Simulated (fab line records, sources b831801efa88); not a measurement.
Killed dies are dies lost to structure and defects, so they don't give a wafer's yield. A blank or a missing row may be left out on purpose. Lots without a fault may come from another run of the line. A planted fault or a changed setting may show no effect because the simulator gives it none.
fab line records | flow gf180mcu
record lots=5 wafers=15 last_day=34
route steps=602 shown STI@16 DNWELL@32 NWELL@42 LVPWELL@54
lots that met no fault: from a run of the same line without faults
start_h: hours from the record's first day to the start of the lot's first wafer shown | wait_h: hours since the lot's step before | " the same as in the row above | L1.1+2: a row that stands for several wafers | - no value, or no start given | * or withheld: withheld | < > ~ a bound
route shown NAME@n: a module of which the file shows steps, and the number in the route of the first | usual: mean/standard deviation of fault-free wafers | same: alike in all rows | chamber/n: place in a boat | sites: the reading at each site | _std_site: their standard deviation | _edge_site: outer sites' mean less inner sites' | radius_mm: how far each site lies from the wafer's centre | mask NAME#n: copy n | behind: the tool/chamber that last shaped the wafer | hold: why the lot was held/for how many hours/how that ended | device: the transistor (n, p or np) that didn't switch | end of line: the same wafers' tests at the end of the route | a step without rows: its recipe alone | killed: dies lost to structure and defects at the first sort, not the wafer's yield | map: a wafer's dies, x killed, . not, _ none there
set.NAME: the setting as run; set.NAME@STEP: as run at that earlier step | model.NAME: the simulator's own value behind a step, which no gauge read
lots at some steps of the route; a table a step, a row a wafer
services: from which hour (start_h, from the record's first day; less than 0 if before it) a tool's chamber was out of use, for how many hours, and why
## steps
# step GF_STI_STRIP_15
# recipe chemistry=O2/N2 power_w=1400 pressure_mtorr=1500 platen_temp_c=250 o2_flow_sccm=3000 n2_flow_sccm=300 overash_fraction=0.5
# usual drypump_motor_current_A=5.9/0.43 heater_power_w=334/14 oes_product_au=0.384/0.0048 strip_time_to_endpoint_s=3.74/0.049
# columns lot.wafer tool chamber start_h wait_h drypump_motor_current_A heater_power_w oes_product_au rf_hours_counter_h strip_time_to_endpoint_s
L079.2 plasma_asher-02 1 51.76 0.0 5.7 350 0.386 40 3.70
L079.5 " 0 " " 6.5 318 0.383 - 3.74
L079.6 " 1 " " 5.7 346 0.384 - 3.78
L081.3 plasma_asher-03 1 63.25 0.1 5.2 341 0.386 - 3.75
L081.4 " 0 " " 6.2 338 0.385 - 3.74
L081.5 " 1 " " 5.2 333 0.383 - 3.69
L083.2 plasma_asher-04 0 71.76 0.0 5.8 332 0.374 38 3.64
L083.3 " 1 " " 5.9 340 0.381 - 3.68
L083.6 " 0 " " 5.8 327 0.381 - 3.62
L094.2 plasma_asher-04 1 128.82 0.0 5.9 339 0.381 45 3.69
L094.3 " 0 " " 5.8 327 0.380 - 3.68
L094.6 " 0 " " 5.8 337 0.384 - 3.67
L096.2 plasma_asher-02 1 138.92 0.0 5.7 348 0.383 49 3.80
L096.4 " 1 " " 5.7 345 0.384 - 3.76
L096.5 " 1 " " 5.7 348 0.374 - 3.70
# step GF_STI_CLEAN_16
# recipe chemistry=dHF time_s=25 dilution=100:1
# columns lot.wafer tool chamber start_h wait_h
L079.2+5+6 wet_bench-03 2 51.86 0.1
L081.3+4+5 wet_bench-01 3 63.32 0.0
L083.2+3+6 wet_bench-04 2 71.86 0.1
L094.2+3+6 wet_bench-01 2 128.92 0.1
L096.2+4+5 wet_bench-01 2 139.02 0.1
# step GF_STI_WET_ETCH_17
# recipe chemistry=H3PO4 target_depth_nm=45 temp_c=160 target=Si3N4 time_s=514
# columns lot.wafer tool chamber start_h wait_h
L079.2+5+6 wet_bench-01 3 51.88 0.0
L081.3+4+5 wet_bench-01 2 63.33 0.0
L083.2+3+6 wet_bench-03 0 71.88 0.0
L094.2+3+6 wet_bench-04 3 128.93 0.0
L096.2+4+5 wet_bench-04 1 139.03 0.0
# step GF_STI_CLEAN_18
# recipe chemistry=SC1/SC2 mix=1:4:20 temp_c=70 time_s=150
# columns lot.wafer tool chamber start_h wait_h
L079.2+5+6 wet_bench-04 0 52.03 0.0
L081.3+4+5 wet_bench-03 1 63.48 0.0
L083.2+3+6 wet_bench-01 0 72.03 0.0
L094.2+3+6 wet_bench-01 1 129.10 0.0
L096.2+4+5 wet_bench-03 3 139.20 0.0
# step GF_STI_CLEAN_19
# recipe chemistry=dHF time_s=20 dilution=100:1
# columns lot.wafer tool chamber start_h wait_h
L079.2+5+6 wet_bench-03 0 52.08 0.0
L081.3+4+5 wet_bench-01 1 63.54 0.0
L083.2+3+6 wet_bench-04 2 72.08 0.0
L094.2+3+6 wet_bench-03 0 129.15 0.0
L096.2+4+5 wet_bench-01 3 139.25 0.0
# step GF_STI_WET_ETCH_20
# recipe chemistry=dHF dilution=100:1 target_depth_nm=20 temp_c=25 dry=ipa_marangoni target=SiO2 time_s=400
# columns lot.wafer tool chamber start_h wait_h
L079.2+5+6 wet_bench-01 2 52.10 0.0
L081.3+4+5 wet_bench-03 1 63.55 0.0
L083.2+3+6 wet_bench-03 3 72.10 0.0
L094.2+3+6 wet_bench-04 3 129.16 0.0
L096.2+4+5 wet_bench-04 3 139.26 0.0
# step GF_STI_OXIDATION_21
# recipe temp_c=1000 ambient=O2 stabilise_s=600 purge_s=300 target_thk_a=150 ox_time_s=458
# same ox_time_s=458
# columns lot.wafer tool chamber start_h wait_h
L079.2+5+6 furnace-01 0 52.22 0.0
L081.3+4+5 furnace-01 0 63.68 0.0
L083.2+3+6 furnace-01 0 72.21 0.0
L094.2+3+6 furnace-01 0 129.29 0.0
L096.2+4+5 furnace-01 0 139.39 0.0
# step GF_STI_THK_MEAS_22
# recipe reads=SiO2_of_STI_OXIDATION_21
# usual STI_OXIDATION_01_THK=15.03/0.28
# columns lot.wafer tool chamber start_h wait_h STI_OXIDATION_01_THK[nm]
L079.2 film_metro-03 - 53.36 0.0 14.85
L079.5 " - " " 14.71
L079.6 " - " " 14.93
L081.3 film_metro-02 - 64.83 0.0 15.16
L081.4 " - " " 15.04
L081.5 " - " " 15.01
L083.2 film_metro-01 - 73.35 0.0 14.58
L083.3 " - " " 14.46
L083.6 " - " " 14.58
L094.2 film_metro-02 - 130.43 0.0 14.62
L094.3 " - " " 14.64
L094.6 " - " " 14.76
L096.2 film_metro-03 - 140.53 0.0 15.50
L096.4 " - " " 15.17
L096.5 " - " " 15.29
# step GF_STI_CVD_23
# recipe material=SiO2 target_thk_nm=650 sigma_open_frac=0.3 time_s=108.3 temp_c=600 sih4_flow_sccm=60 pressure_mtorr=6
# usual pressure_mtorr=5.998/0.011 susceptor_temp_C=600.02/0.27
# columns lot.wafer tool chamber start_h wait_h pressure_mtorr susceptor_temp_C
L079.2 hdpcvd-02 1 53.41 0.0 6.022 600.17
L079.5 " 0 " " 6.017 600.26
L079.6 " 1 " " 6.010 600.53
L081.3 hdpcvd-01 2 64.87 0.0 6.000 600.10
L081.4 " 0 " " 5.997 600.16
L081.5 " 1 " " 5.991 599.60
L083.2 hdpcvd-01 2 73.40 0.0 5.999 599.54
L083.3 " 1 " " 6.001 599.93
L083.6 " 1 " " 6.015 600.56
L094.2 hdpcvd-02 1 130.48 0.0 6.009 600.35
L094.3 " 2 " " 6.004 600.22
L094.6 " 1 " " 5.995 599.75
L096.2 hdpcvd-02 0 140.58 0.0 6.003 600.54
L096.4 " 2 " " 5.999 599.87
L096.5 " 0 " " 6.010 599.94
# step GF_STI_THK_MEAS_24
# recipe reads=SiO2_of_STI_CVD_23
# usual STI_CVD_23_THK=654/6.4
# columns lot.wafer tool chamber start_h wait_h STI_CVD_23_THK[nm]
L079.2 film_metro-02 - 53.49 0.0 657
L079.5 " - " " 641
L079.6 " - " " 651
L081.3 film_metro-03 - 64.97 0.1 655
L081.4 " - " " 663
L081.5 " - " " 663
L083.2 film_metro-02 - 73.49 0.0 652
L083.3 " - " " 655
L083.6 " - " " 659
L094.2 film_metro-02 - 130.57 0.0 653
L094.3 " - " " 650
L094.6 " - " " 653
L096.2 film_metro-01 - 140.67 0.0 649
L096.4 " - " " 657
L096.5 " - " " 647
# step GF_STI_CMP_25
# recipe stop_on=Si3N4 t_overpolish_s=33 down_force_psi=4 platen_rpm=60 target_thk_nm=524.6 pad_velocity_m_s=0.94248
# usual motor_current_A=11.4/0.98 overpolish_run_s=33.002/0.0094 time_to_endpoint_s=121/4.3
# columns lot.wafer tool chamber start_h wait_h motor_current_A overpolish_run_s time_to_endpoint_s
L079.2 cmp-01 0 53.59 0.1 9.5 33.022 120
L079.6 " 3 " " 11.9 33.009 117
L079.5 " 0 " " 9.7 33.000 121
L081.3 cmp-01 3 65.22 0.2 11.6 32.995 119
L081.4 " 1 " " 12.3 33.000 124
L081.5 " 3 " " 12.1 33.005 123
L083.3 cmp-01 2 73.64 0.1 11.1 33.006 125
L083.2 " 3 " " 11.6 33.010 116
L083.6 " 0 " " 9.7 32.986 123
L094.2 cmp-01 0 130.67 0.1 10.0 32.991 125
L094.3 " 2 " " 10.7 33.005 124
L094.6 " 3 " " 11.5 33.008 122
L096.2 cmp-01 0 140.77 0.1 9.9 32.991 124
L096.4 " 1 " " 11.1 32.990 121
L096.5 " 3 " " 12.1 32.987 117
# step GF_STI_WET_ETCH_26
# recipe chemistry=dHF target_depth_nm=94 target=SiO2 temp_c=25 dilution=10:1 time_s=188
# columns lot.wafer tool chamber start_h wait_h
L079.2+5+6 wet_bench-03 0 53.84 0.2
L081.3+4+5 wet_bench-01 2 65.52 0.2
L083.2+3+6 wet_bench-01 3 73.84 0.1
L094.2+3+6 wet_bench-04 1 130.92 0.2
L096.2+4+5 wet_bench-01 1 141.02 0.2
# step GF_STI_WET_ETCH_27
# recipe chemistry=H3PO4 target_depth_nm=160 target=Si3N4 temp_c=160 time_s=1825
# columns lot.wafer tool chamber start_h wait_h
L079.2+5+6 wet_bench-01 0 53.91 0.0
L081.3+4+5 wet_bench-03 2 65.58 0.0
L083.2+3+6 wet_bench-03 3 73.91 0.0
L094.2+3+6 wet_bench-01 1 130.98 0.0
L096.2+4+5 wet_bench-04 3 141.08 0.0
# step GF_STI_WET_ETCH_28
# recipe chemistry=dHF target_depth_nm=20 dry=ipa_marangoni target=SiO2 temp_c=25 dilution=10:1 time_s=40
# columns lot.wafer tool chamber start_h wait_h
L079.2+5+6 wet_bench-03 1 54.42 0.0
L081.3+4+5 wet_bench-04 1 66.09 0.0
L083.2+3+6 wet_bench-04 3 74.42 0.0
L094.2+3+6 wet_bench-03 3 131.50 0.0
L096.2+4+5 wet_bench-01 2 141.64 0.0
# step GF_STI_OXIDATION_29
# recipe temp_c=900 ambient=O2 stabilise_s=600 purge_s=300 target_thk_a=100 ox_time_s=1418
# same ox_time_s=1418
# columns lot.wafer tool chamber start_h wait_h
L079.2+5+6 furnace-02 0 54.44 0.0
L081.3+4+5 furnace-01 0 66.26 0.1
L083.2+3+6 furnace-01 0 74.59 0.2
L094.2+3+6 furnace-02 0 131.52 0.0
L096.2+4+5 furnace-02 0 142.23 0.6
# step GF_STI_THK_MEAS_30
# recipe reads=SiO2_of_STI_OXIDATION_29
# usual STI_OXIDATION_02_THK=10.02/0.17
# columns lot.wafer tool chamber start_h wait_h STI_OXIDATION_02_THK[nm]
L079.2 film_metro-03 - 55.85 0.0 10.08
L079.5 " - " " 10.14
L079.6 " - " " 10.03
L081.3 film_metro-03 - 67.67 0.0 9.98
L081.4 " - " " 9.66
L081.5 " - " " 10.07
L083.2 film_metro-03 - 76.00 0.0 9.97
L083.3 " - " " 10.00
L083.6 " - " " 10.18
L094.2 film_metro-03 - 132.92 0.0 9.85
L094.3 " - " " 9.74
L094.6 " - " " 9.94
L096.2 film_metro-01 - 143.63 0.0 9.89
L096.4 " - " " 9.98
L096.5 " - " " 9.94
# step GF_DNWELL_DEHYDRATE_00
# recipe temp_c=200 time_s=60
# columns lot.wafer tool chamber start_h wait_h
L079.2+5+6 litho_track-01 0 62.02 6.2
L081.3+4+5 litho_track-02 0 74.18 6.5
L083.2+3+6 litho_track-01 0 82.67 6.7
L094.2+3+6 litho_track-02 0 139.95 7.0
L096.2+4+5 litho_track-03 0 151.42 7.8
# step GF_DNWELL_HMDS_01
# recipe prime_time_s=60 prime_temp_c=120
# usual prime_temp_c=119.99/0.12
# same prime_time_s=60
# columns lot.wafer tool chamber start_h wait_h prime_temp_c
L079.2 litho_track-01 0 62.17 0.1 119.86
L079.5 " 0 " " 120.01
L079.6 " 0 " " 119.97
L081.3 litho_track-02 0 74.33 0.1 120.06
L081.4 " 0 " " 120.17
L081.5 " 0 " " 120.08
L083.2 litho_track-01 0 82.82 0.1 120.07
L083.3 " 0 " " 120.10
L083.6 " 0 " " 119.95
L094.2 litho_track-02 0 140.10 0.1 119.98
L094.3 " 0 " " 119.97
L094.6 " 0 " " 119.97
L096.2 litho_track-03 0 151.57 0.1 120.01
L096.4 " 0 " " 119.88
L096.5 " 0 " " 120.12
# step GF_DNWELL_COAT_02
# recipe spin_rpm=2000 resist_thk_nm=3000
# columns lot.wafer tool chamber start_h wait_h
L079.2+5+6 litho_track-01 0 62.32 0.1
L081.3+4+5 litho_track-02 0 74.48 0.1
L083.2+3+6 litho_track-01 0 82.97 0.1
L094.2+3+6 litho_track-02 0 140.25 0.1
L096.2+4+5 litho_track-03 0 151.72 0.1
# step GF_DNWELL_SOFTBAKE_03
# recipe temp_c=110 time_s=withheld
# columns lot.wafer tool chamber start_h wait_h
L079.2+5+6 litho_track-01 0 62.48 0.1
L081.3+4+5 litho_track-02 0 74.64 0.1
L083.2+3+6 litho_track-01 0 83.13 0.1
L094.2+3+6 litho_track-02 0 140.41 0.1
L096.2+4+5 litho_track-03 0 151.88 0.1
# step GF_DNWELL_EXPOSE_04
# recipe mask_id=DNWELL target_cd_nm=1700 na=0.6 source_shape=conventional sigma_outer=0.6 dose_mj=265.4
# columns lot.wafer tool chamber start_h wait_h mask
L079.2+5+6 iline_stepper-01 0 - - DNWELL#0
L081.3+4+5 iline_stepper-01 0 - - DNWELL#0
L083.2+3+6 iline_stepper-02 0 - - DNWELL#0
L094.2+3+6 iline_stepper-01 0 - - DNWELL#0
L096.2+4+5 iline_stepper-02 0 - - DNWELL#0
# step GF_DNWELL_PEB_05
# recipe temp_c=115 time_s=withheld
# columns lot.wafer tool chamber start_h wait_h
L079.2+5+6 litho_track-02 0 - -
L081.3+4+5 litho_track-03 0 - -
L083.2+3+6 litho_track-02 0 - -
L094.2+3+6 litho_track-02 0 - -
L096.2+4+5 litho_track-03 0 - -
# step GF_DNWELL_DEVELOP_06
# recipe wall_angle_deg=90 develop_time_s=60 dev_temp_c=23
# columns lot.wafer tool chamber start_h wait_h
L079.2+5+6 litho_track-02 0 - -
L081.3+4+5 litho_track-03 0 - -
L083.2+3+6 litho_track-02 0 - -
L094.2+3+6 litho_track-02 0 - -
L096.2+4+5 litho_track-03 0 - -
# step GF_DNWELL_IMPLANT_07
# recipe species=P energy_kev=1500 dose_cm2=1e+13 tilt_deg=0
# usual beam_energy_keV=1499.9/0.48 tilt_deg=0.001/0.019
# columns lot.wafer tool chamber start_h wait_h beam_energy_keV tilt_deg
L079.2 implanter-04 0 69.00 - 1499.7 -0.010
L079.5 " 0 " " 1499.6 -0.009
L079.6 " 0 " " 1499.7 -0.023
L081.3 implanter-02 0 81.79 - 1499.6 -0.009
L081.4 " 0 " " 1499.8 -0.020
L081.5 " 0 " " 1499.8 -0.014
L083.2 implanter-01 0 90.05 - 1500.0 0.008
L083.3 " 0 " " 1499.3 -0.016
L083.6 " 0 " " 1499.2 0.010
L094.2 implanter-01 0 148.65 - 1499.9 0.039
L094.3 " 0 " " 1500.1 -0.008
L094.6 " 0 " " 1500.4 -0.005
L096.2 implanter-01 0 159.77 - 1500.3 0.005
L096.4 " 0 " " 1500.7 0.002
L096.5 " 0 " " 1500.7 -0.003
# step GF_DNWELL_STRIP_08
# recipe chemistry=O2/N2 power_w=1400 pressure_mtorr=1500 platen_temp_c=250 o2_flow_sccm=3000 n2_flow_sccm=300 overash_fraction=0.5
# usual drypump_motor_current_A=5.72/0.25 heater_power_w=306/26 oes_product_au=0.723/0.0051 strip_time_to_endpoint_s=36.96/0.11
# columns lot.wafer tool chamber start_h wait_h drypump_motor_current_A heater_power_w oes_product_au rf_hours_counter_h strip_time_to_endpoint_s
L079.2 plasma_asher-04 1 69.13 0.1 5.88 329 0.722 38 36.80
L079.5 " 0 " " 5.81 315 0.729 - 36.98
L079.6 " 1 " " 5.87 335 0.720 - 36.83
L081.3 plasma_asher-01 0 81.93 0.1 5.87 273 0.730 - 37.03
L081.4 " 1 " " 5.40 305 0.722 - 36.97
L081.5 " 0 " " 5.86 271 0.722 - 37.04
L083.2 plasma_asher-01 1 90.18 0.1 5.42 303 0.721 30 36.84
L083.3 " 0 " " 5.84 278 0.714 - 36.69
L083.6 " 1 " " 5.42 303 0.719 - 36.86
L094.2 plasma_asher-01 1 148.78 0.1 5.40 306 0.715 36 37.20
L094.3 " 0 " " 5.87 271 0.723 - 37.19
L094.6 " 0 " " 5.85 266 0.721 - 37.24
L096.2 plasma_asher-04 1 159.89 0.1 5.90 337 0.739 48 36.94
L096.4 " 1 " " 5.90 342 0.716 - 36.99
L096.5 " 0 " " 5.84 324 0.728 - 36.92
# step GF_DNWELL_TW_MEAS_09
# usual DNWELL_TW=1349/15
# columns lot.wafer tool chamber start_h wait_h DNWELL_TW
L079.2 film_metro-03 - 69.24 0.1 1357
L079.5 " - " " 1357
L079.6 " - " " 1361
L081.3 film_metro-04 - 82.01 0.1 1323
L081.4 " - " " 1324
L081.5 " - " " 1323
L083.2 film_metro-02 - 90.29 0.1 1349
L083.3 " - " " 1349
L083.6 " - " " 1351
L094.2 film_metro-04 - 148.89 0.1 1307
L094.3 " - " " 1321
L094.6 " - " " 1315
L096.2 film_metro-04 - 160.06 0.1 1333
L096.4 " - " " 1330
L096.5 " - " " 1330
# step GF_NWELL_DEHYDRATE_00
# recipe temp_c=200 time_s=60
# columns lot.wafer tool chamber start_h wait_h
L079.2+5+6 litho_track-01 0 75.62 6.4
L081.3+4+5 litho_track-01 0 88.79 6.8
L083.2+3+6 litho_track-02 0 96.40 6.1
L094.2+3+6 litho_track-04 0 156.36 7.5
L096.2+4+5 litho_track-02 0 167.70 7.6
# step GF_NWELL_HMDS_01
# recipe prime_time_s=60 prime_temp_c=120
# usual prime_temp_c=119.99/0.13
# same prime_time_s=60
# columns lot.wafer tool chamber start_h wait_h prime_temp_c
L079.2 litho_track-01 0 75.77 0.1 119.87
L079.5 " 0 " " 119.91
L079.6 " 0 " " 119.96
L081.3 litho_track-01 0 88.94 0.1 119.83
L081.4 " 0 " " 119.90
L081.5 " 0 " " 119.85
L083.2 litho_track-02 0 96.55 0.1 119.99
L083.3 " 0 " " 120.03
L083.6 " 0 " " 120.02
L094.2 litho_track-04 0 156.51 0.1 119.98
L094.3 " 0 " " 120.06
L094.6 " 0 " " 120.11
L096.2 litho_track-02 0 167.85 0.1 120.25
L096.4 " 0 " " 119.94
L096.5 " 0 " " 119.98
# step GF_NWELL_COAT_02
# recipe spin_rpm=2022 resist_thk_nm=3000
# columns lot.wafer tool chamber start_h wait_h
L079.2+5+6 litho_track-01 0 75.92 0.1
L081.3+4+5 litho_track-01 0 89.09 0.1
L083.2+3+6 litho_track-02 0 96.70 0.1
L094.2+3+6 litho_track-04 0 156.66 0.1
L096.2+4+5 litho_track-02 0 168.00 0.1
# step GF_NWELL_SOFTBAKE_03
# recipe temp_c=110 time_s=withheld
# columns lot.wafer tool chamber start_h wait_h
L079.2+5+6 litho_track-01 0 76.08 0.1
L081.3+4+5 litho_track-01 0 89.26 0.1
L083.2+3+6 litho_track-02 0 96.86 0.1
L094.2+3+6 litho_track-04 0 156.82 0.1
L096.2+4+5 litho_track-02 0 168.16 0.1
# step GF_NWELL_EXPOSE_04
# recipe mask_id=Nwell target_cd_nm=860 na=0.6 source_shape=conventional sigma_outer=0.6 dose_mj=260
# columns lot.wafer tool chamber start_h wait_h mask
L079.2+5+6 iline_stepper-02 0 - - Nwell#0
L081.3+4+5 iline_stepper-01 0 - - Nwell#0
L083.2+3+6 iline_stepper-02 0 - - Nwell#0
L094.2+3+6 iline_stepper-02 0 - - Nwell#0
L096.2+4+5 iline_stepper-01 0 - - Nwell#0
# step GF_NWELL_PEB_05
# recipe temp_c=115 time_s=withheld
# columns lot.wafer tool chamber start_h wait_h
L079.2+5+6 litho_track-04 0 - -
L081.3+4+5 litho_track-02 0 - -
L083.2+3+6 litho_track-04 0 - -
L094.2+3+6 litho_track-02 0 - -
L096.2+4+5 litho_track-01 0 - -
# step GF_NWELL_DEVELOP_06
# recipe wall_angle_deg=90 develop_time_s=60 dev_temp_c=23
# columns lot.wafer tool chamber start_h wait_h
L079.2+5+6 litho_track-04 0 - -
L081.3+4+5 litho_track-02 0 - -
L083.2+3+6 litho_track-04 0 - -
L094.2+3+6 litho_track-02 0 - -
L096.2+4+5 litho_track-01 0 - -
# step GF_NWELL_OVL_MEAS_07
# usual NWELL_OVL=1.0/1.5
# columns lot.wafer tool chamber start_h wait_h NWELL_OVL[nm]
L079.2 overlay-02 - 82.94 - 1.0
L079.5 " - " " 0.5
L079.6 " - " " 0.5
L081.3 overlay-01 - 96.09 - -0.1
L081.4 " - " " 0.1
L081.5 " - " " 0.3
L083.2 overlay-02 - 104.24 - 2.8
L083.3 " - " " 1.3
L083.6 " - " " 2.2
L094.2 overlay-02 - 164.93 - -0.9
L094.3 " - " " -0.8
L094.6 " - " " 2.3
L096.2 overlay-01 - 176.60 - 0.7
L096.4 " - " " 0.9
L096.5 " - " " -0.2
# step GF_NWELL_IMPLANT_08
# recipe species=P energy_kev=450 dose_cm2=1.5e+13 tilt_deg=0
# usual beam_energy_keV=450.02/0.13 tilt_deg=-0.001/0.021
# columns lot.wafer tool chamber start_h wait_h beam_energy_keV tilt_deg
L079.2 implanter-02 0 83.00 0.0 450.29 0.015
L079.5 " 0 " " 450.09 0.025
L079.6 " 0 " " 450.22 0.021
L081.3 implanter-02 0 96.16 0.1 450.01 0.005
L081.4 " 0 " " 450.06 -0.001
L081.5 " 0 " " 449.77 -0.016
L083.2 implanter-01 0 104.30 0.0 450.12 -0.023
L083.3 " 0 " " 450.05 -0.004
L083.6 " 0 " " 450.12 0.016
L094.2 implanter-02 0 164.99 0.0 449.96 0.010
L094.3 " 0 " " 450.09 0.009
L094.6 " 0 " " 450.18 0.002
L096.2 implanter-01 0 176.65 0.0 449.99 0.027
L096.4 " 0 " " 450.10 -0.021
L096.5 " 0 " " 449.96 -0.013
# step GF_NWELL_IMPLANT_09
# recipe species=P energy_kev=160 dose_cm2=4e+12 tilt_deg=0
# usual beam_energy_keV=159.99/0.053 tilt_deg=0.001/0.018
# columns lot.wafer tool chamber start_h wait_h beam_energy_keV tilt_deg
L079.2 implanter-02 0 83.15 0.1 159.95 -0.005
L079.5 " 0 " " 159.90 -0.045
L079.6 " 0 " " 159.99 0.007
L081.3 implanter-02 0 96.31 0.1 160.09 0.026
L081.4 " 0 " " 160.07 0.012
L081.5 " 0 " " 160.10 0.030
L083.2 implanter-01 0 104.45 0.1 159.95 -0.002
L083.3 " 0 " " 160.09 -0.005
L083.6 " 0 " " 159.98 0.037
L094.2 implanter-02 0 165.14 0.1 160.00 -0.011
L094.3 " 0 " " 160.03 -0.003
L094.6 " 0 " " 160.04 0.015
L096.2 implanter-01 0 176.80 0.1 159.91 0.007
L096.4 " 0 " " 159.98 -0.020
L096.5 " 0 " " 159.93 0.012
# step GF_NWELL_STRIP_10
# recipe chemistry=O2/N2 power_w=1400 pressure_mtorr=1500 platen_temp_c=250 o2_flow_sccm=3000 n2_flow_sccm=300 overash_fraction=0.5
# usual drypump_motor_current_A=5.9/0.37 heater_power_w=316/25 oes_product_au=0.722/0.0042 strip_time_to_endpoint_s=36.82/0.12
# columns lot.wafer tool chamber start_h wait_h drypump_motor_current_A heater_power_w oes_product_au rf_hours_counter_h strip_time_to_endpoint_s
L079.2 plasma_asher-02 1 83.27 0.1 5.6 350 0.722 43 36.75
L079.5 " 0 " " 6.6 306 0.717 - 36.81
L079.6 " 1 " " 5.7 344 0.730 - 36.72
L081.3 plasma_asher-04 0 96.45 0.1 5.8 324 0.721 - 36.75
L081.4 " 1 " " 5.9 330 0.719 - 36.82
L081.5 " 0 " " 5.8 320 0.722 - 36.68
L083.2 plasma_asher-04 0 104.57 0.1 5.8 322 0.722 42 36.80
L083.3 " 0 " " 5.8 337 0.723 - 36.71
L083.6 " 1 " " 5.9 334 0.719 - 36.82
L094.2 plasma_asher-01 0 165.26 0.1 5.9 268 0.718 38 36.86
L094.3 " 0 " " 5.9 272 0.721 - 36.87
L094.6 " 1 " " 5.4 305 0.721 - 36.78
L096.2 plasma_asher-02 1 176.93 0.1 5.7 351 0.718 52 36.87
L096.4 " 0 " " 6.5 311 0.727 - 36.87
L096.5 " 1 " " 5.7 356 0.719 - 36.93
# step GF_NWELL_TW_MEAS_11
# usual NWELL_TW=1560/14
# columns lot.wafer tool chamber start_h wait_h NWELL_TW
L079.2 film_metro-01 - 83.38 0.1 1560
L079.5 " - " " 1552
L079.6 " - " " 1548
L081.3 film_metro-02 - 96.53 0.1 1575
L081.4 " - " " 1568
L081.5 " - " " 1574
L083.2 film_metro-02 - 104.68 0.1 1583
L083.3 " - " " 1589
L083.6 " - " " 1572
L094.2 film_metro-01 - 165.37 0.1 1550
L094.3 " - " " 1564
L094.6 " - " " 1561
L096.2 film_metro-02 - 177.04 0.1 1592
L096.4 " - " " 1576
L096.5 " - " " 1583
# step GF_LVPWELL_DEHYDRATE_00
# recipe temp_c=200 time_s=60
# columns lot.wafer tool chamber start_h wait_h
L079.2+5+6 litho_track-04 0 89.76 6.4
L081.3+4+5 litho_track-03 0 103.09 6.6
L083.2+3+6 litho_track-02 0 111.35 6.7
L094.2+3+6 litho_track-04 0 173.11 7.7
L096.2+4+5 litho_track-04 0 184.51 7.5
# step GF_LVPWELL_HMDS_01
# recipe prime_time_s=60 prime_temp_c=120
# usual prime_temp_c=120.00/0.15
# same prime_time_s=60
# columns lot.wafer tool chamber start_h wait_h prime_temp_c
L079.2 litho_track-04 0 89.91 0.1 120.20
L079.5 " 0 " " 120.05
L079.6 " 0 " " 119.96
L081.3 litho_track-03 0 103.24 0.1 119.72
L081.4 " 0 " " 119.88
L081.5 " 0 " " 119.78
L083.2 litho_track-02 0 111.50 0.1 119.99
L083.3 " 0 " " 120.00
L083.6 " 0 " " 120.09
L094.2 litho_track-04 0 173.26 0.1 120.04
L094.3 " 0 " " 119.92
L094.6 " 0 " " 119.91
L096.2 litho_track-04 0 184.66 0.1 119.98
L096.4 " 0 " " 120.08
L096.5 " 0 " " 120.15
# step GF_LVPWELL_COAT_02
# recipe spin_rpm=2000 resist_thk_nm=3000
# columns lot.wafer tool chamber start_h wait_h
L079.2+5+6 litho_track-04 0 90.06 0.1
L081.3+4+5 litho_track-03 0 103.39 0.1
L083.2+3+6 litho_track-02 0 111.65 0.1
L094.2+3+6 litho_track-04 0 173.41 0.1
L096.2+4+5 litho_track-04 0 184.81 0.1
# step GF_LVPWELL_SOFTBAKE_03
# recipe temp_c=110 time_s=withheld
# columns lot.wafer tool chamber start_h wait_h
L079.2+5+6 litho_track-04 0 90.22 0.1
L081.3+4+5 litho_track-03 0 103.56 0.1
L083.2+3+6 litho_track-02 0 111.81 0.1
L094.2+3+6 litho_track-04 0 173.57 0.1
L096.2+4+5 litho_track-04 0 184.97 0.1
# step GF_LVPWELL_EXPOSE_04
# recipe mask_id=LVPWELL target_cd_nm=600 na=0.6 source_shape=conventional sigma_outer=0.6 dose_mj=260
# columns lot.wafer tool chamber start_h wait_h mask
L079.2+5+6 iline_stepper-02 0 - - LVPWELL#0
L081.3+4+5 iline_stepper-01 0 - - LVPWELL#0
L083.2+3+6 iline_stepper-02 0 - - LVPWELL#0
L094.2+3+6 iline_stepper-01 0 - - LVPWELL#0
L096.2+4+5 iline_stepper-01 0 - - LVPWELL#0
# step GF_LVPWELL_PEB_05
# recipe temp_c=115 time_s=withheld
# columns lot.wafer tool chamber start_h wait_h
L079.2+5+6 litho_track-04 0 - -
L081.3+4+5 litho_track-03 0 - -
L083.2+3+6 litho_track-04 0 - -
L094.2+3+6 litho_track-03 0 - -
L096.2+4+5 litho_track-02 0 - -
# step GF_LVPWELL_DEVELOP_06
# recipe wall_angle_deg=90 develop_time_s=60 dev_temp_c=23
# columns lot.wafer tool chamber start_h wait_h
L079.2+5+6 litho_track-04 0 - -
L081.3+4+5 litho_track-03 0 - -
L083.2+3+6 litho_track-04 0 - -
L094.2+3+6 litho_track-03 0 - -
L096.2+4+5 litho_track-02 0 - -
# step GF_LVPWELL_OVL_MEAS_07
# usual LVPWELL_OVL=0.0/1.3
# columns lot.wafer tool chamber start_h wait_h LVPWELL_OVL[nm]
L079.2 overlay-01 - 97.14 - -1.7
L079.5 " - " " -0.2
L079.6 " - " " -0.9
L081.3 overlay-02 - 110.91 - -0.7
L081.4 " - " " -0.6
L081.5 " - " " -2.3
L083.2 overlay-01 - 119.39 - -0.9
L083.3 " - " " 0.6
L083.6 " - " " 0.5
L094.2 overlay-02 - 182.25 - -0.1
L094.3 " - " " -1.4
L094.6 " - " " 0.0
L096.2 overlay-02 - 193.48 - 2.1
L096.4 " - " " 0.2
L096.5 " - " " -0.8
## services
# columns tool chamber start_h hours kind
wet_bench-03 - 41.42 1.9 pm
hdpcvd-01 - 55.96 1.6 repair
implanter-04 - 73.79 2.6 pm
furnace-02 - 75.31 3.3 pm
iline_stepper-02 - 78.47 1.7 pm
iline_stepper-01 - 99.52 1.7 pm
plasma_asher-03 - 108.75 9.0 pm
plasma_asher-03 0 108.75 9.0 vent_cycle
plasma_asher-03 1 108.75 9.0 vent_cycle
implanter-01 - 116.13 1.7 repair
plasma_asher-03 0 117.75 - clean
plasma_asher-03 1 117.75 - clean
furnace-01 - 121.51 3.3 pm
iline_stepper-01 0 123.43 - calibration
cmp-01 - 131.96 7.8 pm
iline_stepper-01 - 133.09 2.1 pm
iline_stepper-01 - 135.17 - consumable_replace:lamp
hdpcvd-02 0 164.90 7.3 repair
plasma_asher-03 - 172.32 1.6 repair
hdpcvd-01 1 174.54 7.1 repair
implanter-04 - 178.72 2.8 repair
wet_bench-01 - 181.97 1.6 repair
furnace-01 - 186.16 3.0 pm
plasma_asher-03 - 190.13 2.8 pm
## key
fault none
